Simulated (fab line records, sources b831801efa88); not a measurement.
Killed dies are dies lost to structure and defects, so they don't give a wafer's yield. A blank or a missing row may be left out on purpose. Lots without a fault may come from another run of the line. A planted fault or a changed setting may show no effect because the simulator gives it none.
A struck lot beside a sound one | flow sky130 | 43 steps out of a route of 708
Sound: wafers L355.1, L355.2, L355.4. Struck: wafer L367.1. (L367.2, L367.5 of the same lot were not struck and are left out.) The cause comes at the end.
At each step with rows: each side's tool, then ch and its chambers, then its first start. Under that, the readings that differ: sound wafers | struck wafers | difference of the means | sigmas: that difference in standard deviations of wafers without a fault.
alike: readings whose means differ by less than 2 such deviations, and words and numbers that are the same on both sides. not compared: withheld readings, readings that some wafer has no value for, bounds like >300 that may hide the same value, and numbers for which the record gives no deviation and whose values overlap.
The two part at a step that has a row with sigmas, a row that says differs or no value, or rows on one side only. Numbers that don't overlap but have no deviation are shown without sigmas and don't part them. A reading that every wafer of one side lacks parts them only if that side has two wafers or more.

first, 1 step without rows for these wafers: SKY_VT_ADJUST_HVTP_IMPLANT_09.
SKY_VT_ADJUST_HVTP_STRIP_10: strips in O2/N2.
  sound on plasma_asher-01 ch 0,1, day 6 04:25; struck on plasma_asher-01 ch 0, day 9 06:55
  reading               | sound             | struck | difference | sigmas
  oes_product_au (a.u.) | 0.715 0.716 0.716 | 0.726  | +0.010     | +2
  alike: drypump_motor_current_A, strip_time_to_endpoint_s
  not compared: rf_hours_counter_h
SKY_VT_ADJUST_HVTP_TW_MEAS_11:
  sound on film_metro-03, day 6 04:31; struck on film_metro-04, day 9 07:01
  alike: VT_ADJUST_HVTP_TW
then, 7 steps without rows for these wafers: SKY_VT_ADJUST_LVTN_DEHYDRATE_00 (time 60 s); SKY_VT_ADJUST_LVTN_HMDS_01 (prime time 60 s); SKY_VT_ADJUST_LVTN_COAT_02 (resist thk 3000 nm); SKY_VT_ADJUST_LVTN_SOFTBAKE_03; SKY_VT_ADJUST_LVTN_EXPOSE_04 (exposes mask NWM COMPLEMENT LESS NATIVE, target cd 840 nm); SKY_VT_ADJUST_LVTN_PEB_05; SKY_VT_ADJUST_LVTN_DEVELOP_06 (develop time 60 s).
SKY_VT_ADJUST_LVTN_OVL_MEAS_07:
  sound on overlay-01, day 6 23:15; struck on overlay-02, day 10 05:15
  alike: VT_ADJUST_LVTN_OVL
then, 1 step without rows for these wafers: SKY_VT_ADJUST_LVTN_IMPLANT_08.
SKY_VT_ADJUST_LVTN_STRIP_09: strips in O2/N2.
  sound on plasma_asher-01 ch 0,1, day 6 23:26; struck on plasma_asher-02 ch 1, day 10 05:26
  alike: drypump_motor_current_A, oes_product_au, strip_time_to_endpoint_s
  not compared: rf_hours_counter_h
SKY_VT_ADJUST_LVTN_TW_MEAS_10:
  sound on film_metro-01, day 6 23:32; struck on film_metro-04, day 10 05:32
  alike: VT_ADJUST_LVTN_TW
then, 7 steps without rows for these wafers: SKY_VT_ADJUST_LVTN_DEHYDRATE_11 (time 60 s); SKY_VT_ADJUST_LVTN_HMDS_12 (prime time 60 s); SKY_VT_ADJUST_LVTN_COAT_13 (resist thk 1140 nm); SKY_VT_ADJUST_LVTN_SOFTBAKE_14 (time 60 s); SKY_VT_ADJUST_LVTN_EXPOSE_15 (exposes mask HVN STD DERIVED, target cd 600 nm); SKY_VT_ADJUST_LVTN_PEB_16; SKY_VT_ADJUST_LVTN_DEVELOP_17 (develop time 60 s).
SKY_VT_ADJUST_LVTN_OVL_MEAS_18:
  sound on overlay-02, day 7 19:10; struck on overlay-02, day 11 04:03
  alike: VT_ADJUST_LVTN_01_OVL
then, 1 step without rows for these wafers: SKY_VT_ADJUST_LVTN_IMPLANT_19.
SKY_VT_ADJUST_LVTN_STRIP_20: strips in O2/N2.
  sound on plasma_asher-01 ch 0,1, day 7 19:22; struck on plasma_asher-01 ch 1, day 11 04:14
  reading               | sound             | struck | difference | sigmas
  oes_product_au (a.u.) | 0.708 0.710 0.715 | 0.723  | +0.012     | +2
  alike: drypump_motor_current_A, strip_time_to_endpoint_s
  not compared: rf_hours_counter_h
SKY_VT_ADJUST_LVTN_TW_MEAS_21:
  sound on film_metro-04, day 7 19:28; struck on film_metro-02, day 11 04:20
  alike: VT_ADJUST_LVTN_2_TW
then, 7 steps without rows for these wafers: SKY_VT_ADJUST_NCORE_DEHYDRATE_00 (time 60 s); SKY_VT_ADJUST_NCORE_HMDS_01 (prime time 60 s); SKY_VT_ADJUST_NCORE_COAT_02 (resist thk 1140 nm); SKY_VT_ADJUST_NCORE_SOFTBAKE_03 (time 60 s); SKY_VT_ADJUST_NCORE_EXPOSE_04 (exposes mask LVTN COMPLEMENT THIN, target cd 380 nm); SKY_VT_ADJUST_NCORE_PEB_05; SKY_VT_ADJUST_NCORE_DEVELOP_06 (develop time 61.49 s).
SKY_VT_ADJUST_NCORE_CD_MEAS_07: target cd 380 nm.
  sound on cd_sem-02, day 8 15:37; struck on cd_sem-02, day 12 02:26
  alike: cd_nm
SKY_VT_ADJUST_NCORE_OVL_MEAS_08:
  sound on overlay-02, day 8 15:44; struck on overlay-01, day 12 02:33
  alike: VT_ADJUST_NCORE_OVL
then, 1 step without rows for these wafers: SKY_VT_ADJUST_NCORE_IMPLANT_09.
SKY_VT_ADJUST_NCORE_STRIP_10: strips in O2/N2.
  sound on plasma_asher-01 ch 0,1, day 8 15:56; struck on plasma_asher-01 ch 0, day 12 02:44
  alike: drypump_motor_current_A, oes_product_au, strip_time_to_endpoint_s
  not compared: rf_hours_counter_h
SKY_VT_ADJUST_NCORE_TW_MEAS_11:
  sound on film_metro-01, day 8 16:02; struck on film_metro-03, day 12 02:50
  alike: VT_ADJUST_NCORE_TW
then, 5 steps without rows for these wafers: SKY_VT_ADJUST_HVTR_DEHYDRATE_00 (time 60 s); SKY_VT_ADJUST_HVTR_HMDS_01 (prime time 60 s); SKY_VT_ADJUST_HVTR_COAT_02 (resist thk 1140 nm); SKY_VT_ADJUST_HVTR_SOFTBAKE_03 (time 60 s); SKY_VT_ADJUST_HVTR_EXPOSE_04 (exposes mask HVTRM, target cd 380 nm).
-- the record jumps here: 37 days lie between the struck wafers' starts before and after (it left off in module VT_ADJUST_HVTR and takes up again in module PAD_OPEN, whose first step shown is number 708 of the route) --
SKY_PAD_OPEN_PROBE_99:
  the record has rows for the struck wafers here (prober-02, day 49 02:41) and none for the sound ones

WHERE THEY PART
First at SKY_VT_ADJUST_HVTP_STRIP_10; last, within this record, at SKY_PAD_OPEN_PROBE_99.

WHY: what the simulator had put in
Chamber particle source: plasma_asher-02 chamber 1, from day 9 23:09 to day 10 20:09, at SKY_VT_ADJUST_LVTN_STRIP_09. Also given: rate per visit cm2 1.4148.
